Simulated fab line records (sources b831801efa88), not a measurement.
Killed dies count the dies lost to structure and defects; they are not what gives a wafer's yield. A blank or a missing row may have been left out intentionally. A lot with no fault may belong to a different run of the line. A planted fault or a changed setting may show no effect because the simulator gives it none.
fab line records | flow sky130
[record] lots = 5 | wafers = 15 | lastDay = 49
route steps=708 shown VIA4@645 METAL5@661 PASSIVATION@681 PAD_OPEN@708
lots with no fault: from the same line, run without faults
startH: hours from the record's opening day to when the first of the lot's shown wafers began | waitH: hours since the lot's step before | " as in the row above | L1.1+2: one row covering several wafers at once | - no value, or no start given | * or withheld: withheld | < > ~ a bound
route shown NAME@n: NAME is a module with steps in the file, n the number in the route of the first one | usual: mean and standard deviation over wafers with no fault | same: alike in all rows | chamber/n: place in a boat | sites: per-site readings | _std_site: their standard deviation | _edge_site: inner sites' mean taken away from outer sites' mean | radiusMm: how far each site lies from the wafer's centre | mask NAME#n: copy n | behind: the last tool/chamber to shape the wafer | hold: why the lot went on hold/how many hours it stayed there/how the hold came to an end | device: names the non-switching transistor (n, p or np) | end of line: the tests these same wafers got at the end of their route | a step with no rows: only its recipe | killed: dies lost to structure and defects at the first sort, not the wafer's yield | map: a wafer's dies, x killed, . not, _ none there
set.NAME: the setting the step ran with; set.NAME@STEP: the setting that earlier step ran with | model.NAME: the simulator's own value behind a step, which no gauge read
a table for each step, a row for each wafer; lots at some steps of the route
services: the hour from which a tool's chamber was out of use, counted from the record's first day as startH (under 0 if before that day), plus the number of hours and why
[[steps]]
[step SKY_VIA4_COAT_06]
[recipe] resist = NOVOLAK | spinRpm = 3000 | resistThkNm = 1140
[step SKY_VIA4_SOFTBAKE_07]
[recipe] tempC = 90 | timeS = 60 | resist = NOVOLAK
[step SKY_VIA4_EXPOSE_08]
[recipe] maskId = VIM4 | na = 0.6 | sourceShape = conventional | sigmaOuter = 0.6 | polarization = unpolarized | targetCdNm = 800 | doseMj = 132
[step SKY_VIA4_PEB_09]
[recipe] tempC = withheld | timeS = * | resist = NOVOLAK
[step SKY_VIA4_DEVELOP_10]
[recipe] resist = NOVOLAK | developer = TMAH | developTimeS = 60 | devTempC = 23
[step SKY_VIA4_ETCH_12]
[recipe] target = SiO2 | chemistry = C4F8/O2/Ar | stopOn = TiN | maskMaterial = NOVOLAK | sourceW = 1500 | biasW = 1200 | pressureMtorr = 40 | c4f8FlowSccm = withheld | O2_flow_sccm = 6 | Ar_flow_sccm = 300 | timeS = withheld | targetDepthA = 5800
[step SKY_VIA4_STRIP_13]
[recipe] chemistry = O2/N2 | powerW = 1400 | pressureMtorr = 1500 | platenTempC = withheld | o2FlowSccm = 3000 | n2FlowSccm = 300 | overashFraction = 0.5
[step SKY_VIA4_STRIP_14]
[recipe] chemistry = postEtchResidueRemover | timeS = 1200 | tempC = 72.5
[step SKY_VIA4_CLEAN_15]
[recipe] chemistry = IPA | timeS = 180 | tempC = 25
[step SKY_VIA4_CLEAN_16]
[recipe] chemistry = O3/DIW | dry = n2Spin
[step SKY_VIA4_SPUTTER_17]
[recipe] material = TiN | targetThkNm = 20 | chamberPressurePa = 5 | powerW = 4000 | timeS = 80
[step SKY_VIA4_CVD_18]
[recipe] material = W | targetThkNm = 505 | timeS = 152.14 | tempC = 400 | pressureTorr = 40
[usual] heaterPowerW = 816/110
lot.wafer | tool    | chamber | startH  | waitH | heaterPowerW
L352.1    | cvdW-01 | 0       | 1046.19 | 0.0   | 709
L352.5    | "       | 0       | "       | "     | 689
L352.6    | "       | 1       | "       | "     | 705
L353.2    | cvdW-01 | 1       | 1050.24 | 0.0   | 723
L353.4    | "       | 1       | "       | "     | 702
L353.6    | "       | 1       | "       | "     | 708
L357.2    | cvdW-01 | 0       | 1068.14 | 0.0   | 694
L357.5    | "       | 0       | "       | "     | 692
L357.6    | "       | 1       | "       | "     | 734
L365.3    | cvdW-02 | 0       | 1125.42 | 0.1   | 893
L365.5    | "       | 1       | "       | "     | 933
L365.6    | "       | 0       | "       | "     | 899
L367.2    | cvdW-01 | 0       | 1127.09 | 0.0   | 706
L367.3    | "       | 0       | "       | "     | 717
L367.4    | "       | 1       | "       | "     | 722
[step SKY_VIA4_CMP_21]
[recipe] stopOn = SiO2 | tOverpolishS = 25 | downForcePsi = 3.5 | platenRpm = 60 | targetThkNm = 0 | padVelocityMS = 0.94248
[step SKY_METAL5_SPUTTER_00]
[recipe] material = Ti | targetThkNm = 15 | powerW = 3000 | timeS = 10 | chamberPressurePa = 0.4
[step SKY_METAL5_SPUTTER_01]
[recipe] material = TiN | targetThkNm = 20 | powerW = 6500 | timeS = 16.7 | chamberPressurePa = 0.4
[step SKY_METAL5_SPUTTER_02]
[recipe] material = AlCu | targetThkNm = 1150 | powerW = 10600 | timeS = 61.2 | chamberPressurePa = 0.4
[step SKY_METAL5_SPUTTER_03]
[recipe] material = Ti | targetThkNm = 5 | powerW = 3000 | timeS = 3.3 | chamberPressurePa = 0.4
[step SKY_METAL5_SPUTTER_04]
[recipe] material = TiN | targetThkNm = 70 | powerW = 6500 | timeS = 58.3 | chamberPressurePa = 0.4
[step SKY_METAL5_DEHYDRATE_07]
[recipe] tempC = 200 | timeS = 60
[step SKY_METAL5_HMDS_08]
[recipe] primeTimeS = 60 | primeTempC = 120
[step SKY_METAL5_COAT_09]
[recipe] resist = NOVOLAK | spinRpm = 3000 | resistThkNm = 1800
[step SKY_METAL5_SOFTBAKE_10]
[recipe] tempC = 90 | timeS = 60 | resist = NOVOLAK
[step SKY_METAL5_EXPOSE_11]
[recipe] maskId = MM5 | na = 0.6 | sourceShape = conventional | sigmaOuter = 0.6 | polarization = unpolarized | targetCdNm = 1600 | doseMj = 190
[step SKY_METAL5_PEB_12]
[recipe] tempC = withheld | timeS = * | resist = NOVOLAK
[step SKY_METAL5_DEVELOP_13]
[recipe] resist = NOVOLAK | developer = TMAH | developTimeS = 60 | devTempC = 23
[step SKY_METAL5_DESCUM_14]
[recipe] chemistry = O2 | sourcePowerW = 150 | biasPowerW = 0 | pressureMtorr = 10 | tempC = 40 | timeS = 11
[step SKY_METAL5_METAL_ETCH_15]
[recipe] targetDepthA = 12600 | stopOn = SiO2 | overEtchFrac = 0.2 | timeS = 252 | chemistry = Cl2/BCl3 | resistSidewallDeg = 86 | pressureMtorr = 10 | icpW = 900 | biasW = 48.5 | Cl2_flow_sccm = 60 | bcl3FlowSccm = 30
[step SKY_METAL5_STRIP_16]
[recipe] chemistry = O2/N2 | powerW = 1400 | pressureMtorr = 1500 | platenTempC = withheld | o2FlowSccm = 3000 | n2FlowSccm = 300 | overashFraction = 0.5
[step SKY_METAL5_STRIP_17]
[recipe] chemistry = postEtchResidueRemover | timeS = 1200 | tempC = 72.5
[step SKY_METAL5_CLEAN_18]
[recipe] chemistry = IPA | timeS = 180 | tempC = 25
[step SKY_METAL5_CLEAN_19]
[recipe] chemistry = O3/DIW | dry = n2Spin
[step SKY_PASSIVATION_CVD_00]
[recipe] material = SiO2 | targetThkNm = 90 | tempC = 400 | timeS = withheld | rfW = 600
[step SKY_PASSIVATION_CVD_02]
[recipe] material = Si3N4 | targetThkNm = 540 | tempC = 400 | timeS = withheld | rfW = 450
[step SKY_PASSIVATION_DEHYDRATE_04]
[recipe] tempC = 200 | timeS = 60
[step SKY_PASSIVATION_HMDS_05]
[recipe] primeTimeS = 60 | primeTempC = 120
[step SKY_PAD_OPEN_PROBE_99]
[usual] defectLimitedYield = 82.3/1.9 | killed_at_M0_to_M3 = 45/6.6 | killed_at_M4_up = 3.1/1.6 | killedAtContacts = 24/5 | killedAtFrontEnd = 14/4.4 | killedAtOther = 0.3/0.58 | killedDies = 87/9.2 | killedOpen = 47/6.7 | killedShort = 40/6.4 | sort_bin_3_pad_short = 0.9/0.5 | sort_bin_5_function = 10.4/1.6 | sort_bin_6_memory = 6.4/1.1 | sortNPass = 405/9.1 | sortYieldPct = 82.3/1.9
[same] grossDies = 492 | killedAtBackSide = 0 | sort_bin_4_leakage[%] = 0 | sort_bin_8_speed[%] = 0
lot.wafer | tool      | chamber | startH  | waitH | hold                    | defectLimitedYield[%] | killed_at_M0_to_M3 | killed_at_M4_up | killedAtContacts | killedAtFrontEnd | killedAtOther | killedDies | killedOpen | killedShort | sort_bin_3_pad_short[%] | sort_bin_5_function[%] | sort_bin_6_memory[%] | sortNPass | sortYieldPct[%] | model.etest.tester.sortNPass | model.etest.tester.sortYieldPct | model.etest.tester.sort_bin_5_pct | model.etest.tester.sort_bin_3_pct
L352.1    | prober-02 | -       | 1110.22 | 0.1   | awaitDispo/2.4h/release | 79.1                  | 56                 | 6               | 21               | 20               | 0             | 103        | 62         | 41          | 0.6                     | 13.2                   | 7.1                  | 389       | 79.1            | 389                          | 79.06                           | 13.21                             | 0.6098
L352.5    | prober-02 | -       | 1110.42 | 0.2   | awaitDispo/2.4h/release | 81.7                  | 43                 | 2               | 30               | 14               | 1             | 90         | 45         | 45          | 1.0                     | 11.0                   | 6.3                  | 402       | 81.7            | 402                          | 81.71                           | 10.98                             | 1.016
L352.6    | prober-02 | -       | 1110.47 | 0.2   | awaitDispo/2.4h/release | 70.3                  | 30                 | 73              | 25               | 18               | 0             | 146        | 49         | 27          | 5.7                     | 17.1                   | 6.9                  | 346       | 70.3            | 346                          | 70.33                           | 17.07                             | 5.691
L353.2    | prober-01 | -       | 1116.89 | 0.1   | awaitDispo/4.8h/release | 73.2                  | 27                 | 74              | 14               | 17               | 0             | 132        | 38         | 24          | 5.5                     | 13.0                   | 8.3                  | 360       | 73.2            | 360                          | 73.17                           | 13.01                             | 5.488
L353.4    | prober-01 | -       | 1116.99 | 0.2   | awaitDispo/4.8h/release | 71.1                  | 36                 | 72              | 25               | 9                | 0             | 142        | 33         | 43          | 4.9                     | 18.9                   | 5.1                  | 350       | 71.1            | 350                          | 71.14                           | 18.9                              | 4.878
L353.6    | prober-01 | -       | 1117.09 | 0.2   | awaitDispo/4.8h/release | 70.1                  | 35                 | 81              | 15               | 16               | 0             | 147        | 40         | 31          | 4.3                     | 18.7                   | 6.9                  | 345       | 70.1            | 345                          | 70.12                           | 18.7                              | 4.268
L357.2    | prober-01 | -       | 1131.60 | 0.1   | awaitDispo/2.6h/release | 80.9                  | 47                 | 3               | 25               | 19               | 0             | 94         | 53         | 41          | 1.0                     | 12.6                   | 5.5                  | 398       | 80.9            | 398                          | 80.89                           | 12.6                              | 1.016
L357.5    | prober-01 | -       | 1131.75 | 0.2   | awaitDispo/2.6h/release | 80.3                  | 44                 | 3               | 24               | 25               | 1             | 97         | 49         | 48          | 2.2                     | 11.8                   | 5.7                  | 395       | 80.3            | 395                          | 80.28                           | 11.79                             | 2.236
L357.6    | prober-01 | -       | 1131.80 | 0.2   | awaitDispo/2.6h/release | 67.1                  | 36                 | 78              | 23               | 25               | 0             | 162        | 50         | 39          | 6.9                     | 18.1                   | 7.9                  | 330       | 67.1            | 330                          | 67.07                           | 18.09                             | 6.911
L365.3    | prober-02 | -       | 1182.10 | 0.2   | -                       | 82.7                  | 51                 | 5               | 15               | 13               | 1             | 85         | 47         | 38          | 1.2                     | 11.4                   | 4.7                  | 407       | 82.7            | 407                          | 82.72                           | 11.38                             | 1.22
L365.5    | prober-02 | -       | 1182.20 | 0.2   | -                       | 83.7                  | 46                 | 3               | 15               | 16               | 0             | 80         | 44         | 36          | 0.8                     | 10.2                   | 5.3                  | 412       | 83.7            | 412                          | 83.74                           | 10.16                             | 0.813
L365.6    | prober-02 | -       | 1182.25 | 0.2   | -                       | 83.7                  | 44                 | 0               | 20               | 15               | 1             | 80         | 46         | 34          | 0.6                     | 7.9                    | 7.7                  | 412       | 83.7            | 412                          | 83.74                           | 7.927                             | 0.6098
L367.2    | prober-02 | -       | 1184.95 | 0.1   | -                       | 80.3                  | 51                 | 1               | 29               | 16               | 0             | 97         | 58         | 39          | 1.0                     | 12.6                   | 6.1                  | 395       | 80.3            | 395                          | 80.28                           | 12.6                              | 1.016
L367.3    | prober-02 | -       | 1185.00 | 0.2   | -                       | 81.7                  | 49                 | 4               | 22               | 15               | 0             | 90         | 60         | 30          | 0.4                     | 11.6                   | 6.3                  | 402       | 81.7            | 402                          | 81.71                           | 11.59                             | 0.4065
L367.4    | prober-02 | -       | 1185.05 | 0.2   | -                       | 81.7                  | 47                 | 2               | 20               | 21               | 0             | 90         | 46         | 44          | 2.0                     | 9.3                    | 6.9                  | 402       | 81.7            | 402                          | 81.71                           | 9.35                              | 2.033
// killed by level:class
L352.1 VIA1:geometricParticle:open=14 CONTACT:geometricParticle:open=13 VIA1:geometricParticle:short=8 FIELD_ISO:geometricParticle:open=7 VIA2:geometricParticle:open=7 VIA3:geometricParticle:open=7 METAL2:geometricParticle:short=5 POLY_GATE:geometricParticle:open=4
L352.5 CONTACT:geometricParticle:open=13 VIA1:geometricParticle:open=9 METAL1:geometricParticle:short=7 LI_CONTACT:geometricParticle:open=6 LOCAL_INTERCONNECT:geometricParticle:short=5 VIA2:geometricParticle:short=5 FIELD_ISO:geometricParticle:short=4 CONTACT:geometricParticle:short=4
L352.6 VIA4:unspecified=70 CONTACT:geometricParticle:open=10 VIA1:geometricParticle:open=8 LI_CONTACT:geometricParticle:open=8 POLY_GATE:geometricParticle:open=7 LOCAL_INTERCONNECT:geometricParticle:short=4 VIA3:geometricParticle:open=4 FIELD_ISO:geometricParticle:open=3
L353.2 VIA4:unspecified=70 FIELD_ISO:geometricParticle:open=6 LI_CONTACT:geometricParticle:open=6 CONTACT:geometricParticle:open=6 METAL2:geometricParticle:short=6 VIA3:geometricParticle:open=6 FIELD_ISO:geometricParticle:short=4 POLY_GATE:geometricParticle:open=4
L353.4 VIA4:unspecified=66 VIA1:geometricParticle:open=10 CONTACT:geometricParticle:open=8 VIA1:geometricParticle:short=8 LI_CONTACT:geometricParticle:short=6 LI_CONTACT:geometricParticle:open=5 METAL4:geometricParticle:short=5 LOCAL_INTERCONNECT:geometricParticle:short=4
L353.6 VIA4:unspecified=76 VIA1:geometricParticle:open=8 FIELD_ISO:geometricParticle:open=7 VIA3:geometricParticle:open=7 CONTACT:geometricParticle:short=5 VIA3:geometricParticle:short=5 CONTACT:geometricParticle:open=4 VIA2:geometricParticle:open=4
L357.2 VIA1:geometricParticle:open=17 CONTACT:geometricParticle:open=10 CONTACT:geometricParticle:short=7 VIA2:geometricParticle:short=6 FIELD_ISO:geometricParticle:short=5 POLY_GATE:geometricParticle:short=5 POLY_GATE:geometricParticle:open=5 METAL2:geometricParticle:open=5
L357.5 POLY_GATE:geometricParticle:short=9 VIA1:geometricParticle:open=9 FIELD_ISO:geometricParticle:open=8 VIA1:geometricParticle:short=8 VIA2:geometricParticle:open=8 CONTACT:geometricParticle:open=7 LI_CONTACT:geometricParticle:open=7 VIA3:geometricParticle:open=5
L357.6 VIA4:unspecified=73 CONTACT:geometricParticle:open=11 VIA1:geometricParticle:open=9 FIELD_ISO:geometricParticle:open=7 POLY_GATE:geometricParticle:open=7 CONTACT:geometricParticle:short=7 POLY_GATE:geometricParticle:short=6 VIA2:geometricParticle:open=6
L365.3 VIA1:geometricParticle:open=13 VIA3:geometricParticle:open=8 VIA1:geometricParticle:short=7 VIA2:geometricParticle:open=7 METAL2:geometricParticle:short=6 LI_CONTACT:geometricParticle:open=5 POLY_GATE:geometricParticle:short=4 METAL4:geometricParticle:short=4
L365.5 VIA1:geometricParticle:open=15 POLY_GATE:geometricParticle:open=8 VIA2:geometricParticle:open=8 METAL2:geometricParticle:short=7 CONTACT:geometricParticle:open=6 CONTACT:geometricParticle:short=5 VIA1:geometricParticle:short=4 METAL1:geometricParticle:short=4
L365.6 CONTACT:geometricParticle:open=9 VIA1:geometricParticle:open=9 VIA3:geometricParticle:open=8 VIA1:geometricParticle:short=7 FIELD_ISO:geometricParticle:short=5 METAL2:geometricParticle:short=5 FIELD_ISO:geometricParticle:open=4 LI_CONTACT:geometricParticle:open=4
L367.2 VIA1:geometricParticle:open=16 CONTACT:geometricParticle:open=9 LI_CONTACT:geometricParticle:open=8 VIA2:geometricParticle:open=8 LOCAL_INTERCONNECT:geometricParticle:short=7 METAL2:geometricParticle:short=6 POLY_GATE:geometricParticle:open=6 VIA3:geometricParticle:open=6
L367.3 VIA1:geometricParticle:open=15 VIA3:geometricParticle:open=8 CONTACT:geometricParticle:open=8 LI_CONTACT:geometricParticle:open=7 VIA2:geometricParticle:open=7 FIELD_ISO:geometricParticle:open=5 FIELD_ISO:geometricParticle:short=4 CONTACT:geometricParticle:short=4
L367.4 VIA3:geometricParticle:open=11 LI_CONTACT:geometricParticle:open=8 METAL1:geometricParticle:short=8 METAL2:geometricParticle:short=7 VIA1:geometricParticle:open=6 FIELD_ISO:geometricParticle:open=5 POLY_GATE:geometricParticle:short=5 FIELD_ISO:geometricParticle:short=4
// map L352.6 (x killed, . not)
__________.....x..x._________
________..........x..._______
______..x..........x...._____
_____.......x....x..x....____
____.x.x......x.......x...___
___.......x..........x.....__
__.xx.x.x.....x....x....x.x._
_....xx.x.......x.xxxxxxx....
_....x.x.x....x..xxxxxxxxx...
_.....x.x......x.xxxxxxxx.x.x
_x..x...........xxxxxxxxxxx..
_....x...x....x.xxxxxxxxxxxx.
_.......x.......xxxxxxxxxxx..
_x..............xxxxxxxxx....
_....xxxx..x...x..xxxxxx.x...
__.......xx...x......x..x..._
___.....x........x.........__
____...x.....x....x.xxxx..___
_____x....x..x....x......____
______..x.........x....._____
________...x...x......_______
__________x......x.._________
// map L353.6 (x killed, . not)
__________x........._________
________....x.x......._______
______x.......x.....x..._____
_____..........x.x....x..____
____x.......x..xx.x.......___
___..x.....xx..x....x....x.__
__.xxx.....x.....x....xx...._
_.......x..x..x....x.xx.xx...
_...x.x....x....xxxxxxxxx.x.x
_..............xxxxxxxxxxx..x
_.............xxxxxxxxxxxx.x.
_..x...........xxxxxxxxxxx.xx
_x..............x.xxxxxxxxx.x
_x.x..x......xxx.xxxxxxxxxx.x
_...x.x..x.....x.x.xxxxxxxx..
__........x.....x...x.x....._
___......................x.__
____..xx.x.....x....x.x...___
_____.............xxx....____
______...x.............._____
________..........x..._______
__________....x....._________
[[services]]
tool    | chamber | startH  | hours | kind
cvdW-02 | 0       | 1024.10 | 9.5   | repair
cvdW-02 | 1       | 1066.32 | 10.5  | repair
cvdW-01 | -       | 1082.59 | 10.1  | repair
cvdW-01 | 1       | 1094.14 | 7.5   | repair
cvdW-02 | 1       | 1094.63 | 7.2   | repair
[[key]]
[firstSign] step = SKY_PAD_OPEN_PROBE_99 | reading = killed_at_M4_up | direction = up | sigmas = 46 | usual = 3.1 | struck = 75.6
[effect] step = SKY_PAD_OPEN_PROBE_99 | reading = sort_bin_3_pad_short | direction = up | sigmas = 9.1 | usual = 0.9 | struck = 5.4
[modelEffect] step = SKY_PAD_OPEN_PROBE_99 | value = etest.tester.sortNPass | without = 407.8 | struck = 346.2
metAt SKY_VIA4_CVD_18
struckWafers L352.6,L353.2,L353.4,L353.6,L357.6
[fault] kind = chamberParticleSource | tool = cvdW-01 | chamber = 1 | onsetH = 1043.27 | steps = SKY_VIA4_CVD_18 | ratePerVisitCm2 = 1.9856 | endH = 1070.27
